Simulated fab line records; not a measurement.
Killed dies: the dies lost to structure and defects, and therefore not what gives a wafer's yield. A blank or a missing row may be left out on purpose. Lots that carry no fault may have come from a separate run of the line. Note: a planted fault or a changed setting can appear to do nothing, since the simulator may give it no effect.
fab line records | flow gf180mcu
[record] lots = 6 wafers = 18 last_day = 34
route steps=602 shown M2@380 V2@382 PASSIVATION@602
lots with no fault: from the same line, run without faults
start_h: hours from the record's opening day to when the first of the lot's shown wafers began | wait_h: hours elapsed since this lot's preceding step | " the same as in the row above | L1.1+2: a row that stands for several wafers | - value missing, or start not given | * or withheld: withheld | < > ~ a bound
route shown NAME@n: NAME is a module with steps in the file, n the number in the route of the first one | usual: mean/standard deviation taken from wafers without a fault | same: alike in all rows | chamber/n: place in a boat | sites: per-site readings | _std_site: standard deviation of those values | _edge_site: inner sites' mean taken away from outer sites' mean | radius_mm: for every site, how far away it sits from the centre of the wafer | mask NAME#n: copy n | behind: tool/chamber where the wafer was last shaped | hold: the reason the lot was held/the length of the hold in hours/how it ended | device: the transistor (n, p or np) that didn't switch | end of line: the same wafers' tests at the end of the route | a step with no rows: only its recipe | killed: not the wafer's yield, but the dies lost to structure and defects at the first sort | map: shows each die of a wafer: x if killed, . if not, _ if none is there
set.NAME: the setting that was run; set.NAME@STEP: the one run at that earlier step | model.NAME: the simulator's own value behind a step, which no gauge read
lots at selected steps of the route; one table per step, one row per wafer
services: a tool's chamber out of use, with start hour (start_h, from the record's first day; less than 0 if before it), hours out, and reason
[[steps]]
[step GF_M2_STRIP_18]
[recipe] chemistry = post_etch_residue_remover time_s = 1200 temp_c = 72.5
[step GF_M2_CLEAN_19]
[recipe] chemistry = DIW dry = n2_spin
[step GF_V2_CVD_00]
[recipe] material = SiO2 target_thk_nm = 600 sigma_open_frac = 0.3 temp_c = 400 time_s = 100 sih4_flow_sccm = 60 pressure_mtorr = 6
[step GF_V2_THK_MEAS_01]
[recipe] reads = SiO2_of_V2_CVD_00
[usual] V2_CVD_00_THK = 601/7.8
// columns lot.wafer tool chamber start_h wait_h V2_CVD_00_THK[nm]
L148.1 film_metro-04 - 453.75 0.0 607
L148.3 " - " " 601
L148.4 " - " " 597
L160.3 film_metro-02 - 556.74 0.1 596
L160.4 " - " " 599
L160.5 " - " " 591
L164.1 film_metro-04 - 589.07 0.0 603
L164.2 " - " " 599
L164.4 " - " " 597
L165.3 film_metro-02 - 596.99 0.1 609
L165.4 " - " " 611
L165.6 " - " " 599
L166.1 film_metro-02 - 611.95 0.0 601
L166.4 " - " " 598
L166.5 " - " " 601
L167.1 film_metro-04 - 612.78 0.0 611
L167.3 " - " " 608
L167.6 " - " " 601
[step GF_V2_CVD_02]
[recipe] material = SiO2 target_thk_nm = 850 precursor = TEOS temp_c = 400 time_s = 94.851 rf_w = 600
[usual] heater_power_w = 691/110
[same] time_s = 94.851
// columns lot.wafer tool chamber start_h wait_h heater_power_w
L148.1 pecvd-03 0 453.81 0.1 503
L148.3 " 2 " " 562
L148.4 " 2 " " 609
L160.3 pecvd-04 2 556.78 0.0 656
L160.4 " 2 " " 675
L160.5 " 1 " " 843
L164.1 pecvd-03 2 589.13 0.1 613
L164.2 " 0 " " 479
L164.4 " 0 " " 524
L165.3 pecvd-04 1 597.03 0.0 660
L165.4 " 2 " " 665
L165.6 " 1 " " 736
L166.1 pecvd-01 1 612.01 0.1 540
L166.4 " 1 " " 584
L166.5 " 0 " " 870
L167.1 pecvd-04 1 612.84 0.1 708
L167.3 " 0 " " 774
L167.6 " 0 " " 799
[step GF_V2_THK_MEAS_03]
[recipe] reads = SiO2_of_V2_CVD_02
[usual] V2_CVD_02_THK = 855/11
// columns lot.wafer tool chamber start_h wait_h V2_CVD_02_THK[nm]
L148.1 film_metro-02 - 453.88 0.0 840
L148.3 " - " " 839
L148.4 " - " " 857
L160.3 film_metro-01 - 556.87 0.1 834
L160.4 " - " " 849
L160.5 " - " " 863
L164.1 film_metro-02 - 589.20 0.0 851
L164.2 " - " " 849
L164.4 " - " " 874
L165.3 film_metro-04 - 597.12 0.1 866
L165.4 " - " " 874
L165.6 " - " " 879
L166.1 film_metro-01 - 612.08 0.0 853
L166.4 " - " " 857
L166.5 " - " " 872
L167.1 film_metro-04 - 612.91 0.0 851
L167.3 " - " " 844
L167.6 " - " " 850
[step GF_V2_CMP_04]
[recipe] material = SiO2 down_force_psi = 4 platen_rpm = 60 pad_velocity_m_s = 0.94248
[usual] motor_current_A = 12.0/0.98 time_to_endpoint_s = 81/5.7
// columns lot.wafer tool chamber start_h wait_h motor_current_A time_to_endpoint_s
L148.1 cmp-02 2 453.94 0.1 13.5 71
L148.3 " 0 " " 12.4 70
L148.4 " 1 " " 12.1 72
L160.3 cmp-02 2 556.96 0.1 13.3 76
L160.4 " 3 " " 11.8 79
L160.5 " 1 " " 11.7 75
L164.4 cmp-02 1 589.31 0.1 12.2 84
L164.1 " 2 " " 13.5 78
L164.2 " 3 " " 11.6 79
L165.3 cmp-01 0 600.21 3.1 11.7 84
L165.4 " 2 " " 14.2 86
L165.6 " 3 " " 11.2 85
L166.4 cmp-02 0 612.19 0.1 12.0 86
L166.1 " 1 " " 12.3 75
L166.5 " 0 " " 12.1 90
L167.3 cmp-02 1 612.97 0.0 11.8 75
L167.1 " 0 " " 12.2 85
L167.6 " 2 " " 12.8 82
[step GF_V2_BOW_MEAS_05]
[recipe] mode = bow
[usual] V2_BOW = 102/8.6
// columns lot.wafer tool chamber start_h wait_h V2_BOW[um]
L148.1 film_metro-02 - 454.24 0.2 100
L148.3 " - " " 100
L148.4 " - " " 107
L160.3 film_metro-02 - 557.25 0.2 100
L160.4 " - " " 106
L160.5 " - " " 111
L164.1 film_metro-01 - 589.56 0.1 100
L164.2 " - " " 89
L164.4 " - " " 108
L165.3 film_metro-01 - 600.50 0.2 102
L165.4 " - " " 110
L165.6 " - " " 111
L166.1 film_metro-02 - 612.44 0.1 94
L166.4 " - " " 107
L166.5 " - " " 96
L167.1 film_metro-04 - 613.27 0.1 103
L167.3 " - " " 117
L167.6 " - " " 102
[step GF_V2_DEHYDRATE_06]
[recipe] temp_c = 200 time_s = 60
[step GF_V2_HMDS_07]
[recipe] prime_time_s = 60 prime_temp_c = 120
[step GF_V2_COAT_08]
[recipe] resist = BARC temp_c = withheld time_s = withheld spin_rpm = withheld resist_thk_nm = withheld
[step GF_V2_COAT_09]
[recipe] resist = KrF spin_rpm = withheld resist_thk_nm = 1000
[step GF_V2_SOFTBAKE_10]
[recipe] temp_c = 130 time_s = 60 resist = KrF
[usual] heater_power_total_W = 93.06/0.06 plate_temp_C = 129.98/0.13 resist_line_temp_C = 23.00/0.094
[same] time_s = 60
// columns lot.wafer tool chamber start_h wait_h heater_power_total_W plate_temp_C resist_line_temp_C model.KrF_of_V2_COAT_09.thk_nm
L148.1 litho_track-02 0 466 - 92.96 129.90 23.02 998.9
L148.3 " 0 " " 93.12 129.71 22.95 1001
L148.4 " 0 " " 92.87 129.90 22.95 999.1
L160.3 litho_track-01 0 568 - 92.90 129.91 22.95 1002
L160.4 " 0 " " 93.05 129.82 23.10 1003
L160.5 " 0 " " 93.15 129.92 22.99 1000
L164.1 litho_track-01 0 599 - 101.58 138.87 23.14 987
L164.2 " 0 " " 101.44 138.89 22.99 988.7
L164.4 " 0 " " 101.44 138.82 22.94 987
L165.3 litho_track-01 0 610 - 101.42 138.99 22.97 985.1
L165.4 " 0 " " 101.51 138.63 23.01 988.1
L165.6 " 0 " " 101.54 138.88 22.91 990.9
L166.1 litho_track-02 0 622 - 92.96 129.92 22.92 1002
L166.4 " 0 " " 93.04 130.13 22.82 1004
L166.5 " 0 " " 93.09 129.97 22.91 1001
L167.1 litho_track-02 0 623 - 93.05 130.25 22.90 998.7
L167.3 " 0 " " 93.14 130.12 23.04 1002
L167.6 " 0 " " 93.03 129.94 23.06 1001
[step GF_V2_EXPOSE_11]
[recipe] mask_id = Via2 target_cd_nm = 260 na = 0.68 source_shape = conventional sigma_outer = 0.6 dose_mj = 38
[step GF_V2_PEB_12]
[recipe] peb_temp_c = 135 peb_time_s = 90 resist = KrF
[step GF_V2_DEVELOP_13]
[recipe] develop_time_s = 61.13 resist = KrF dev_temp_c = 21
[usual] resist_line_temp_C = 23.01/0.11
// columns lot.wafer tool chamber start_h wait_h resist_line_temp_C model.V2.cd_nm model.KrF_of_V2_COAT_09.thk_nm
L148.1 litho_track-02 0 478.39 0.2 23.09 261.8 983.9
L148.3 " 0 " " 23.18 259.9 986
L148.4 " 0 " " 23.09 261.8 984.1
L160.3 litho_track-01 0 579.34 0.1 23.04 259.7 987.2
L160.4 " 0 " " 23.19 260.1 987.8
L160.5 " 0 " " 23.19 259.5 985.2
L164.1 litho_track-03 0 608.98 0.2 22.94 292.3 972.1
L164.2 " 0 " " 23.12 292.6 973.8
L164.4 " 0 " " 23.10 291.2 972.2
L165.3 litho_track-03 0 621.03 0.1 23.10 294.2 970.3
L165.4 " 0 " " 23.02 292.5 973.3
L165.6 " 0 " " 23.04 293.3 976.1
L166.1 litho_track-03 0 631.93 0.2 22.91 261.1 986.5
L166.4 " 0 " " 23.01 260.7 988.9
L166.5 " 0 " " 22.96 260.2 985.6
L167.1 litho_track-03 0 633.18 0.2 23.11 258.3 983.7
L167.3 " 0 " " 23.19 258.1 986.8
L167.6 " 0 " " 23.21 257.5 986
[step GF_V2_CD_MEAS_14]
[recipe] target_cd_nm = 260
[usual] cd_nm = 260.5/1.2
// columns lot.wafer tool chamber start_h wait_h cd_nm
L148.1 cd_sem-02 - 478.54 0.1 261.6
L148.3 " - " " 259.9
L148.4 " - " " 261.6
L160.3 cd_sem-01 - 579.48 0.1 259.3
L160.4 " - " " 259.8
L160.5 " - " " 259.4
L164.1 cd_sem-02 - 609.13 0.1 292.2
L164.2 " - " " 292.5
L164.4 " - " " 291.2
L165.3 cd_sem-02 - 621.17 0.1 293.9
L165.4 " - " " 292.8
L165.6 " - " " 293.1
L166.1 cd_sem-02 - 632.08 0.1 260.8
L166.4 " - " " 260.6
L166.5 " - " " 260.5
L167.1 cd_sem-01 - 633.33 0.1 258.6
L167.3 " - " " 258.0
L167.6 " - " " 257.3
[step GF_V2_OVL_MEAS_15]
[usual] V2_OVL = -5/5.1
// columns lot.wafer tool chamber start_h wait_h V2_OVL[nm]
L148.1 overlay-01 - 478.66 0.1 -6
L148.3 " - " " -8
L148.4 " - " " -2
L160.3 overlay-01 - 579.57 0.1 -14
L160.4 " - " " -3
L160.5 " - " " -10
L164.1 overlay-01 - 609.25 0.1 -7
L164.2 " - " " 2
L164.4 " - " " 2
L165.3 overlay-01 - 621.26 0.1 -13
L165.4 " - " " -4
L165.6 " - " " -3
L166.1 overlay-01 - 632.20 0.1 -7
L166.4 " - " " -9
L166.5 " - " " -12
L167.1 overlay-02 - 633.45 0.1 1
L167.3 " - " " -5
L167.6 " - " " 6
[step GF_V2_ETCH_16]
[recipe] chemistry = N2/H2 target_depth_a = withheld overetch_a = withheld time_s = withheld target = BARC ion_energy_ev = 200 source_w = 500 bias_w = 100 pressure_mtorr = 30 n2_flow_sccm = 100 h2_flow_sccm = 200
[usual] drypump_motor_current_A = 5.8/0.44 oes_product_au = 0.855/0.005 throttle_valve_pct = 13.224/0.0095
// columns lot.wafer tool chamber start_h wait_h drypump_motor_current_A oes_product_au throttle_valve_pct
L148.1 rie_diel-03 2 478.70 0.0 6.6 0.855 13.223
L148.3 " 1 " " 6.0 0.862 13.224
L148.4 " 0 " " 5.7 0.852 13.216
L160.3 rie_diel-03 1 579.59 0.0 6.0 0.851 13.228
L160.4 " 1 " " 6.0 0.851 13.221
L160.5 " 3 " " 5.5 0.853 13.224
L164.1 rie_diel-02 0 609.28 0.0 5.5 0.855 13.229
L164.2 " 2 " " 6.1 0.851 13.231
L164.4 " 3 " " 6.2 0.852 13.222
L165.3 rie_diel-03 1 621.28 0.0 6.1 0.854 13.224
L165.4 " 0 " " 5.8 0.853 13.225
L165.6 " 2 " " 6.6 0.855 13.214
L166.1 rie_diel-02 3 632.23 0.0 6.2 0.855 13.239
L166.4 " 0 " " 5.5 0.856 13.242
L166.5 " 0 " " 5.5 0.852 13.232
L167.1 rie_diel-01 3 633.48 0.0 5.4 0.851 13.218
L167.3 " 2 " " 5.7 0.857 13.220
L167.6 " 2 " " 5.7 0.865 13.215
[step GF_V2_ETCH_17]
[recipe] chemistry = C4F8/O2/Ar mask_material = KrF target = SiO2 stop_on = TiN source_w = 1500 bias_w = 1200 pressure_mtorr = 40 c4f8_flow_sccm = withheld O2_flow_sccm = 6 Ar_flow_sccm = 300 time_s = withheld target_depth_a = 6300
[usual] oes_product_au = 0.855/0.0051
// columns lot.wafer tool chamber start_h wait_h oes_product_au model.V2.cd_nm
L148.1 rie_diel-03 2 - - 0.850 260.8
L148.3 " 1 " " 0.853 259.7
L148.4 " 0 " " 0.852 260.5
L160.3 rie_diel-03 1 - - 0.855 260
L160.4 " 1 " " 0.854 260.1
L160.5 " 3 " " 0.857 260
L164.1 rie_diel-02 0 - - 0.861 291.9
L164.2 " 2 " " 0.851 292.3
L164.4 " 3 " " 0.856 291.2
L165.3 rie_diel-03 1 - - 0.852 293.9
L165.4 " 0 " " 0.853 291
L165.6 " 2 " " 0.856 292.8
L166.1 rie_diel-02 3 - - 0.858 260.8
L166.4 " 0 " " 0.850 260.9
L166.5 " 0 " " 0.857 260.5
L167.1 rie_diel-01 3 - - 0.864 257.3
L167.3 " 2 " " 0.852 256.8
L167.6 " 2 " " 0.863 255.3
[step GF_V2_STRIP_18]
[recipe] chemistry = O2/N2 power_w = 1400 pressure_mtorr = 1500 platen_temp_c = 250 o2_flow_sccm = 3000 n2_flow_sccm = 300 overash_fraction = 0.5
[usual] drypump_motor_current_A = 5.7/0.54 heater_power_w = 321/19 o2_flow_sccm = 2999/9 oes_product_au = 0.594/0.0047 platen_temp_c = 249.96/0.18
// columns lot.wafer tool chamber start_h wait_h drypump_motor_current_A heater_power_w o2_flow_sccm oes_product_au platen_temp_c rf_hours_counter_h
L148.1 plasma_asher-03 1 478.83 - 5.4 314 3009 0.590 249.96 73
L148.3 " 1 " " 5.4 312 2998 0.596 249.82 -
L148.4 " 0 " " 5.2 315 2988 0.589 250.10 -
L160.3 plasma_asher-02 1 579.76 - 6.1 297 3003 0.590 249.77 -
L160.4 " 0 " " 6.5 322 3001 0.590 250.16 -
L160.5 " 1 " " 6.1 295 2999 0.597 249.99 -
L164.1 plasma_asher-02 1 609.41 - 6.1 291 3006 0.597 250.23 18
L164.2 " 0 " " 6.5 317 3004 0.591 250.06 18
L164.4 " 1 " " 6.1 288 2992 0.585 250.01 -
L165.3 plasma_asher-03 1 621.45 - 5.4 308 2998 0.592 250.03 -
L165.4 " 0 " " 5.2 319 2989 0.590 249.92 -
L165.6 " 1 " " 5.4 309 3001 0.590 249.95 -
L166.1 plasma_asher-02 1 632.36 - 6.1 288 2992 0.595 249.84 20
L166.4 " 0 " " 6.5 322 2999 0.589 250.23 -
L166.5 " 1 " " 6.1 293 2994 0.592 249.86 -
L167.1 plasma_asher-03 1 633.61 - 5.4 312 3019 0.588 249.80 88
L167.3 " 0 " " 5.2 320 3009 0.595 249.99 -
L167.6 " 1 " " 5.4 311 3009 0.594 249.71 -
[step GF_PASSIVATION_PROBE_99]
// columns lot.wafer tool chamber start_h wait_h model.etest.via2_chain.rc_ohm
L148.1 prober-01 - 682.90 0.1 6.389
L148.3 prober-01 - 683.00 0.2 6.565
L148.4 prober-01 - 683.05 0.2 6.559
L160.3 prober-01 - 766.73 0.2 6.487
L160.4 prober-01 - 766.78 0.2 6.284
L160.5 prober-01 - 766.83 0.2 6.264
L164.1 prober-01 - 787.30 0.1 5.229
L164.2 prober-01 - 787.35 0.1 5.009
L164.4 prober-01 - 787.45 0.2 5.112
L165.3 prober-02 - 794.93 0.2 4.961
L165.4 prober-02 - 794.98 0.2 5.195
L165.6 prober-02 - 795.08 0.2 4.976
L166.1 prober-01 - 804.16 0.1 6.435
L166.4 prober-01 - 804.31 0.2 6.451
L166.5 prober-01 - 804.36 0.2 6.612
L167.1 prober-02 - 805.70 0.1 6.19
L167.3 prober-02 - 805.80 0.2 6.891
L167.6 prober-02 - 805.95 0.2 6.636
// killed by level:class
L148.1 STI:geometric_particle:short=5 CONTACT:geometric_particle:open=3 M1:geometric_particle:short=3 V1:geometric_particle:open=3 V3:geometric_particle:open=3 CONTACT:geometric_particle:short=2 V2:geometric_particle:open=2 M3:geometric_particle:short=2
L148.3 CONTACT:geometric_particle:open=6 V1:geometric_particle:short=5 V2:geometric_particle:open=5 V4:geometric_particle:open=5 STI:geometric_particle:open=4 V1:geometric_particle:open=4 V3:geometric_particle:open=4 STI:geometric_particle:short=2
L148.4 CONTACT:geometric_particle:open=8 CONTACT:geometric_particle:short=5 V1:geometric_particle:open=4 V2:geometric_particle:open=4 V5:geometric_particle:short=3 V3:geometric_particle:short=3 STI:geometric_particle:short=2 V3:geometric_particle:open=2
L160.3 V5:geometric_particle:open=8 V4:geometric_particle:open=7 V1:geometric_particle:open=4 V3:geometric_particle:open=4 V2:geometric_particle:open=3 M3:geometric_particle:short=3 M5:geometric_particle:short=3 POLY_GATE:geometric_particle:open=2
L160.4 V3:geometric_particle:open=5 V2:geometric_particle:open=4 STI:geometric_particle:open=3 V2:geometric_particle:short=3 V5:geometric_particle:short=3 V5:geometric_particle:open=3 STI:geometric_particle:short=2 SALICIDE:geometric_particle:short=2
L160.5 V5:geometric_particle:open=10 STI:geometric_particle:open=5 V3:geometric_particle:open=4 CONTACT:geometric_particle:open=3 V1:geometric_particle:open=3 V5:geometric_particle:short=3 M1:geometric_particle:short=2 POLY_GATE:geometric_particle:short=2
L166.1 V4:geometric_particle:open=6 V5:geometric_particle:open=6 STI:geometric_particle:short=4 STI:geometric_particle:open=4 V2:geometric_particle:open=4 CONTACT:geometric_particle:open=3 V1:geometric_particle:open=3 V2:geometric_particle:short=3
L166.4 V5:geometric_particle:open=8 CONTACT:geometric_particle:open=6 V2:geometric_particle:short=4 V3:geometric_particle:open=4 V5:geometric_particle:short=4 POLY_GATE:geometric_particle:open=3 V2:geometric_particle:open=3 M1:geometric_particle:short=2
L166.5 V2:geometric_particle:open=5 V4:geometric_particle:open=5 V5:geometric_particle:open=4 V5:geometric_particle:short=4 POLY_GATE:geometric_particle:short=3 SAB:geometric_particle:open=3 CONTACT:geometric_particle:open=3 CONTACT:geometric_particle:short=3
L167.1 V4:geometric_particle:open=9 V2:geometric_particle:short=6 M1:geometric_particle:short=4 V1:geometric_particle:open=4 V3:geometric_particle:open=3 V5:geometric_particle:short=3 STI:geometric_particle:open=2 CONTACT:geometric_particle:short=2
L167.3 V5:geometric_particle:open=5 V3:geometric_particle:open=4 CONTACT:geometric_particle:short=3 V4:geometric_particle:short=3 V4:geometric_particle:open=3 STI:geometric_particle:short=2 CONTACT:geometric_particle:open=2 V2:geometric_particle:short=2
L167.6 CONTACT:geometric_particle:open=7 V1:geometric_particle:open=6 V2:geometric_particle:open=4 V4:geometric_particle:open=4 STI:geometric_particle:open=3 M5:geometric_particle:short=3 CONTACT:geometric_particle:short=3 V3:geometric_particle:open=3
[[services]]
// columns tool chamber start_h hours kind
rie_diel-03 1 436.43 7.7 repair
pecvd-04 - 437.44 1.7 repair
pecvd-01 - 448.43 1.1 repair
rie_diel-03 - 453.98 22.0 repair
pecvd-03 - 469.12 5.5 pm
rie_diel-01 - 474.33 14.6 pm
pecvd-03 - 483.97 0.7 repair
rie_diel-03 - 500.29 2.8 pm
plasma_asher-03 - 502.80 1.2 repair
plasma_asher-02 - 503.56 2.8 pm
cmp-02 - 503.72 0.9 repair
cmp-02 - 509.55 1.7 repair
rie_diel-01 0 522.61 1.2 repair
rie_diel-03 3 546.24 1.5 repair
plasma_asher-03 - 555.79 17.4 repair
pecvd-04 2 557.54 5.0 repair
plasma_asher-02 - 558.28 14.6 pm
rie_diel-01 1 562.63 4.7 repair
rie_diel-03 0 575.41 5.4 repair
rie_diel-01 - 576.96 0.6 repair
pecvd-03 - 591.12 14.0 pm
rie_diel-03 1 599.87 6.2 repair
rie_diel-03 3 605.07 9.0 repair
rie_diel-03 3 625.75 4.9 repair
[[key]]
[first_sign] step = GF_V2_SOFTBAKE_10 reading = heater_power_total_W direction = up sigmas = 99+ usual = 93.06 struck = 101.49
[effect] step = GF_V2_SOFTBAKE_10 reading = plate_temp_C direction = up sigmas = 68 usual = * struck = *
[effect] step = GF_V2_CD_MEAS_14 reading = cd_nm direction = up sigmas = 26 usual = 260.5 struck = 292.6
[model_effect] step = GF_V2_SOFTBAKE_10 value = KrF_of_V2_COAT_09.thk_nm without = 998.4 struck = 987.8
[model_effect] step = GF_V2_DEVELOP_13 value = V2.cd_nm without = 262 struck = 292.7
[model_effect] step = GF_V2_ETCH_17 value = V2.cd_nm without = 261.4 struck = 292.2
[model_effect] step = GF_PASSIVATION_PROBE_99 value = etest.via2_chain.rc_ohm without = 6.256 struck = 5.08
met_at GF_V2_SOFTBAKE_10
struck_wafers L164.1,L164.2,L164.4,L165.3,L165.4,L165.6
sort_left_out L164.1,L164.2,L164.4,L165.3,L165.4,L165.6
onset_between 568 599
[fault] kind = process_parameter_drift tool = litho_track-01 chamber = - onset_h = 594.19 steps = GF_V2_SOFTBAKE_10 channel = temp_c offset = * shape = step end_h = 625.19 acts_in = * stated = *
// sort_left_out: the simulated sort isn't trusted on such a fault, so these wafers' sort isn't shown, and their yield isn't known
